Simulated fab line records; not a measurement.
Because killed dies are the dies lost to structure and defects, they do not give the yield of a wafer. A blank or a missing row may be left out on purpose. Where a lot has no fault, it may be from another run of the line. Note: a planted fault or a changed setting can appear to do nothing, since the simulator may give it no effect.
Which tool did it?    flow sky130    12 lots, 36 wafers sampled, at 3 steps of a route of 708

## WHAT THE GAUGES READ, wafer by wafer
SKY_VIA2_OVL_MEAS_13. Usual: VIA2_OVL -7 nm, standard deviation 5.6.
lot   measured      on          VIA2_OVL (nm)  flag
L768  day 37 09:59  overlay-02  -8 -9 -9       
L771  day 38 06:15  overlay-02  4 -2 7         
L774  day 39 07:11  overlay-02  -8 -13 -20     
L775  day 39 07:32  overlay-01  -8 -8 -4       
L776  day 39 15:41  overlay-02  -3 -9 -17      
L777  day 40 00:05  overlay-02  -8 -4 -3       
L779  day 40 13:05  overlay-01  0 3 -12        
L780  day 40 21:14  overlay-02  -7 -12 -17     
L781  day 41 08:15  overlay-02  -15 -12 -15    
L782  day 41 11:42  overlay-02  -9 -16 -3      
L783  day 41 17:05  overlay-02  -10 -5 -9      
L787  day 42 13:23  overlay-01  -11 -8 -15     

## EACH LOT AND THE TOOL THAT RAN IT (in order: tool; ch and the chambers of the sampled wafers; start)
lot   SKY_METAL2_DESCUM_17               SKY_VIA2_CMP_02
L768  rie_metal-02 ch 0,1, day 36 06:59  cmp-02 ch 0,2,3, day 36 07:57
L771  rie_metal-04 ch 0, day 37 02:52    cmp-01 ch 1,2,3, day 37 04:02
L774  rie_metal-01 ch 0,1, day 38 04:43  cmp-02 ch 0,1, day 38 05:41
L775  rie_metal-04 ch 0,1, day 38 05:04  cmp-01 ch 0,1,3, day 38 06:02
L776  rie_metal-02 ch 0,1, day 38 13:04  cmp-01 ch 0,1,3, day 38 14:01
L777  rie_metal-02 ch 0, day 38 21:47    cmp-01 ch 1,2, day 38 22:50
L779  rie_metal-01 ch 0,1, day 39 10:29  cmp-02 ch 0,1, day 39 11:26
L780  rie_metal-01 ch 0,1, day 39 18:04  cmp-01 ch 1,2,3, day 39 19:01
L781  rie_metal-01 ch 0,1, day 40 05:10  cmp-02 ch 0,1,2, day 40 06:10
L782  rie_metal-04 ch 0,1, day 40 08:56  cmp-02 ch 1,2, day 40 09:56
L783  rie_metal-02 ch 0,1, day 40 15:05  cmp-01 ch 1,2, day 40 16:03
L787  rie_metal-02 ch 0,1, day 41 12:13  cmp-01 ch 0,2,3, day 41 13:11
- SKY_METAL2_DESCUM_17: chemistry O2, time 8 s.
- SKY_VIA2_CMP_02: polishes SiO2.

## WHAT THE TOOLS THEMSELVES READ (means of the sampled wafers that have a number; where no wafer has one, the mark that the record gives instead)
SKY_METAL2_DESCUM_17. Usual: drypump_motor_current_A 5.5 A, standard deviation 0.42; oes_product_au 1.002 a.u., standard deviation 0.011.
lot   tool          drypump_motor_current_A (A)  oes_product_au (a.u.)  flag
L768  rie_metal-02  5.6                          1.004                  
L771  rie_metal-04  5.5                          0.998                  
L774  rie_metal-01  5.4                          1.004                  
L775  rie_metal-04  5.1                          1.005                  
L776  rie_metal-02  6.0                          0.999                  
L777  rie_metal-02  6.3                          0.995                  
L779  rie_metal-01  5.3                          1.002                  
L780  rie_metal-01  5.3                          0.995                  
L781  rie_metal-01  5.3                          0.998                  
L782  rie_metal-04  5.2                          1.002                  
L783  rie_metal-02  5.6                          1.010                  
L787  rie_metal-02  5.6                          1.002                  

SKY_VIA2_CMP_02. Usual: motor_current_A 12.1 A, standard deviation 0.95; slurry_filter_dp_kPa 13.50 kPa, standard deviation 0.15.
lot   tool    motor_current_A (A)  slurry_filter_dp_kPa (kPa)  flag
L768  cmp-02  11.2                 13.58                       
L771  cmp-01  12.4                 13.63                       
L774  cmp-02  11.2                 13.50                       
L775  cmp-01  12.4                 13.64                       
L776  cmp-01  13.0                 13.50                       
L777  cmp-01  12.8                 13.29                       
L779  cmp-02  12.0                 13.42                       
L780  cmp-01  12.6                 13.60                       
L781  cmp-02  11.8                 13.48                       
L782  cmp-02  11.9                 13.53                       
L783  cmp-01  12.3                 13.55                       
L787  cmp-01  13.0                 13.61                       

## THE ANSWER, worked out from the rows above alone
Rule: lot off if the mean of its wafers having a number is beyond 3 standard deviations from the usual mean. A lot without any number at a reading at which 4 lots or more have one is off too. Any other lot the step has rows for is counted as sound. Order of review: gauges by route order, followed by the tools' own readings, for which a lot's mean as printed above is used. The first step at which some lot is off is used, and at that step the reading that is off furthest; a lot without a number counts as furthest.
Nothing can be told from this: no lot is off at any reading shown.

## WHAT THE SIMULATOR PUT IN
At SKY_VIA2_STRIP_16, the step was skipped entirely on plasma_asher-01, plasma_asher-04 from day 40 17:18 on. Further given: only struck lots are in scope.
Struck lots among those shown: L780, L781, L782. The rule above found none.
